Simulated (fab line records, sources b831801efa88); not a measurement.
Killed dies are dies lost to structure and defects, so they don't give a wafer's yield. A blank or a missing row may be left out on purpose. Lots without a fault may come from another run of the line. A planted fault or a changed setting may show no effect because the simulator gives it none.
Chamber matching | flow gf180mcu | GF_V1_CMP_26 on cmp-02: 4 sister chambers
The step polishes, stops on SiO2, t overpolish 15 s, target thk 0 nm. 18 wafers are shown with their chamber, then 9 later ones without.

WAFERS WITH THEIR CHAMBER
wafer  | chamber | motor_current_A (A) | time_to_endpoint_s (s) | platen_rpm (rpm)
L660.2 | 1       | 11.4                | 84                     | 59.96
L660.3 | 3       | 10.2                | 85                     | 60.01
L660.4 | 0       | 11.5                | 85                     | 60.02
L661.3 | 2       | 9.2                 | 84                     | 60.02
L661.4 | 3       | 10.1                | 89                     | 60.06
L661.6 | 0       | 11.6                | 86                     | 59.97
L662.2 | 2       | 8.9                 | 82                     | 59.97
L662.5 | 3       | 9.9                 | 86                     | 59.98
L662.6 | 2       | 9.4                 | 83                     | 59.98
L669.1 | 0       | 11.9                | 87                     | 60.00
L669.3 | 2       | 9.1                 | 81                     | 59.96
L669.6 | 0       | 11.1                | 88                     | 60.08
L674.1 | 1       | 11.4                | 86                     | 59.94
L674.3 | 3       | 9.5                 | 90                     | 60.02
L674.4 | 0       | 10.8                | 90                     | 59.97
L675.2 | 0       | 11.4                | 92                     | 60.05
L675.4 | 2       | 9.8                 | 88                     | 59.96
L675.6 | 1       | 11.2                | 89                     | 60.03

SIGNATURES (means of the wafers above)
reading            | chamber 0 | chamber 1 | chamber 2 | chamber 3 | scatter within a chamber
motor_current_A    | 11.383    | 11.333    | 9.280     | 9.925     | 0.331
time_to_endpoint_s | 88.00     | 86.33     | 83.60     | 87.50     | 2.58
platen_rpm         | 60.0150   | 59.9767   | 59.9780   | 60.0175   | 0.0378
Rule: a wafer's distance from a chamber is the root of the sum, over the readings, of the square of ((its reading less the chamber's mean) divided by the reading's scatter). The wafer belongs to the nearest chamber; if the next one is less than 2 further off, it can't be placed. The scatter: the root of (the sum of the squares of (reading less its chamber's mean) over the shown wafers, divided by (wafers less chambers)).

WAFERS WITHOUT THEIR CHAMBER
wafer  | motor_current_A (A) | time_to_endpoint_s (s) | platen_rpm (rpm)
L676.3 | 11.4                | 88                     | 59.92
L676.5 | 9.5                 | 88                     | 60.02
L676.6 | 9.1                 | 86                     | 60.04
L677.1 | 12.4                | 86                     | 59.97
L677.4 | 9.0                 | 82                     | 60.02
L677.6 | 9.5                 | 87                     | 59.97
L679.1 | 9.2                 | 82                     | 60.01
L679.5 | 9.6                 | 83                     | 60.05
L679.6 | 9.6                 | 86                     | 59.99

WHICH CHAMBER EACH WENT THROUGH
wafer  | from the rows above     | in truth
L676.3 | can't be placed: 1 or 0 | 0
L676.5 | can't be placed: 3 or 2 | 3
L676.6 | can't be placed: 2 or 3 | 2
L677.1 | can't be placed: 1 or 0 | 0
L677.4 | can't be placed: 2 or 3 | 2
L677.6 | can't be placed: 2 or 3 | 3
L679.1 | can't be placed: 2 or 3 | 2
L679.5 | can't be placed: 2 or 3 | 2
L679.6 | can't be placed: 3 or 2 | 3
Placed correctly: 0 of 9. Can't be placed from these rows: 9 (the true chamber is among the candidates in 9). Placed wrongly: 0.
